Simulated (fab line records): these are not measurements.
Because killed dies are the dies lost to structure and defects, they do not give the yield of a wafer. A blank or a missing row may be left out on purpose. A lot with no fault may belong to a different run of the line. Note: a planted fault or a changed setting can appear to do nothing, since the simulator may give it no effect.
A lot that was struck, set against a sound lot -- flow sky130 -- 32 out of 708 route steps
Sound: these wafers, L696.2, L696.4, L696.6. Struck: wafers L705.1, L705.4, L705.5. The cause is given at the end.
Order at every step that has rows: each side's tool, ch and its chambers, its first start. Under that, the readings that differ: sound wafers -- struck wafers -- difference of the means -- sigmas: that difference in standard deviations of wafers without a fault.
alike: readings whose means differ by less than 2 such deviations, and words and numbers that are the same on both sides. not compared: withheld readings, readings that some wafer has no value for, bounds like >300 that may hide the same value, and numbers for which the record gives no deviation and whose values overlap.
Wherever a step has rows on one side only, a row that says differs or no value, or a row with sigmas, the two part there. When numbers do not overlap yet have no deviation, they are printed without sigmas and do not part them. A reading missing from all wafers of one side parts the sides only when that side holds two or more wafers.

first, 3 steps without rows for these wafers: SKY_CONTACT_STRIP_20 (strips in post etch residue remover, time 1200 s); SKY_CONTACT_CLEAN_21 (cleans in IPA, time 180 s); SKY_CONTACT_CLEAN_22 (cleans in O3/DIW).
SKY_CONTACT_SPUTTER_23: material TiN, target thk 20 nm, time 80 s.
  sound on pvd_sputter-02, day 33 13:25; struck on pvd_sputter-01, day 36 12:18
  alike: throttle_valve_pct
SKY_CONTACT_CVD_24: deposits W, target thk 340 nm, time 102.12 s.
  sound on cvd_w-01 ch 0,1, day 33 13:29; struck on cvd_w-01 ch 0,1, day 36 12:22
  alike: heater_power_w
SKY_CONTACT_RS_MEAS_25: the measuring method here is four-point-probe.
  sound on film_metro-02, day 33 13:37; struck on film_metro-02, day 36 12:28
  alike: CONTACT_W_RS
SKY_CONTACT_THK_MEAS_26: measures by xrf.
  sound on film_metro-02, day 33 13:43; struck on film_metro-02, day 36 12:35
  alike: CONTACT_W_THK
SKY_CONTACT_CMP_27: polishes, stops on SiO2, t overpolish 15 s, target thk 0 nm.
  sound on cmp-01 ch 0,1,3, day 33 13:46; struck on cmp-01 ch 1,3, day 36 12:42
  alike: motor_current_A, overpolish_run_s, time_to_endpoint_s
SKY_METAL1_SPUTTER_00: material Ti, target thk 15 nm, time 10 s.
  sound on pvd_sputter-03, day 33 14:04; struck on pvd_sputter-03, day 36 12:58
  alike: throttle_valve_pct
then, 1 step without rows for these wafers: SKY_METAL1_SPUTTER_01 (material TiN, target thk 20 nm, time 16.7 s).
SKY_METAL1_SPUTTER_02: material AlCu, target thk 250 nm, time 13.3 s.
  sound on pvd_sputter-03, day 33 14:07; struck on pvd_sputter-03, day 36 13:01
  alike: throttle_valve_pct
then, 1 step without rows for these wafers: SKY_METAL1_SPUTTER_03 (material Ti, target thk 5 nm, time 3.3 s).
SKY_METAL1_SPUTTER_04: material TiN, target thk 70 nm, time 58.3 s.
  sound on pvd_sputter-03, day 33 14:10; struck on pvd_sputter-03, day 36 13:04
reading,sound,struck,difference,sigmas
model.TiN_of_METAL1_SPUTTER_04.thk_nm (nm),72.17 71.52 69.99,84.27 83.34 83.3,+12.41,
  alike: throttle_valve_pct
SKY_METAL1_RS_MEAS_05: the measuring method here is four-point-probe.
  sound on film_metro-02, day 33 14:14; struck on film_metro-02, day 36 13:07
  alike: METAL1_ALCU_RS
SKY_METAL1_THK_MEAS_06: measures by xrf.
  sound on film_metro-02, day 33 14:20; struck on film_metro-02, day 36 13:14
  alike: METAL1_ALCU_THK
then, 8 steps without rows for these wafers: SKY_METAL1_DEHYDRATE_07 (time 60 s); SKY_METAL1_HMDS_08 (prime time 60 s); SKY_METAL1_COAT_09 (resist thk 60 nm); SKY_METAL1_COAT_10 (resist thk 450 nm); SKY_METAL1_SOFTBAKE_11 (time 90 s); SKY_METAL1_EXPOSE_12 (exposes mask MM1, target cd 140 nm); SKY_METAL1_PEB_13; SKY_METAL1_DEVELOP_14 (develop time 60 s).
SKY_METAL1_CD_MEAS_15: the cd target is 140 nm.
  sound on cd_sem-02, day 34 16:00; struck on cd_sem-02, day 37 14:35
  alike: cd_nm
SKY_METAL1_OVL_MEAS_16:
  sound on overlay-01, day 34 16:06; struck on overlay-02, day 37 14:42
  alike: METAL1_OVL
then, 4 steps without rows for these wafers: SKY_METAL1_DESCUM_17 (chemistry O2, time 8 s); SKY_METAL1_ETCH_18 (etches BARC in N2/H2, stops on SiO2, time 45.9 s, target depth 60 nm); SKY_METAL1_METAL_ETCH_19 (etches the open film in Cl2/BCl3, stops on SiO2, target depth 360 nm, time 78 s); SKY_METAL1_STRIP_20 (strips in O2/N2).
SKY_METAL1_STRIP_21: strips in post etch residue remover, time 1200 s.
  sound on wet_bench-01 ch 1, day 34 16:25; struck on wet_bench-03 ch 3, day 37 15:01
reading,sound,struck,difference,sigmas
model.TiN_of_METAL1_SPUTTER_04.thk_nm (nm),71.75 71.1 69.57,83.85 82.92 82.88,+12.41,
  alike: bath_guard_temp_C
then, 1 step without rows for these wafers: SKY_METAL1_CLEAN_22 (cleans in IPA, time 180 s).
-- the record jumps here: 12 days lie between the struck wafers' starts before and after (it left off in module METAL1 and takes up again in module PAD_OPEN, whose first step shown is number 708 of the route) --
SKY_PAD_OPEN_PROBE_99:
  sound on prober-02, day 47 06:17; struck on prober-01, day 49 09:21
  alike: defect_limited_yield, killed_at_M0_to_M3, killed_at_M4_up, killed_at_contacts, killed_at_front_end, killed_at_other, killed_dies, killed_open, killed_short

WHERE THEY PART
Nowhere in this record.

WHY: what the simulator had put in
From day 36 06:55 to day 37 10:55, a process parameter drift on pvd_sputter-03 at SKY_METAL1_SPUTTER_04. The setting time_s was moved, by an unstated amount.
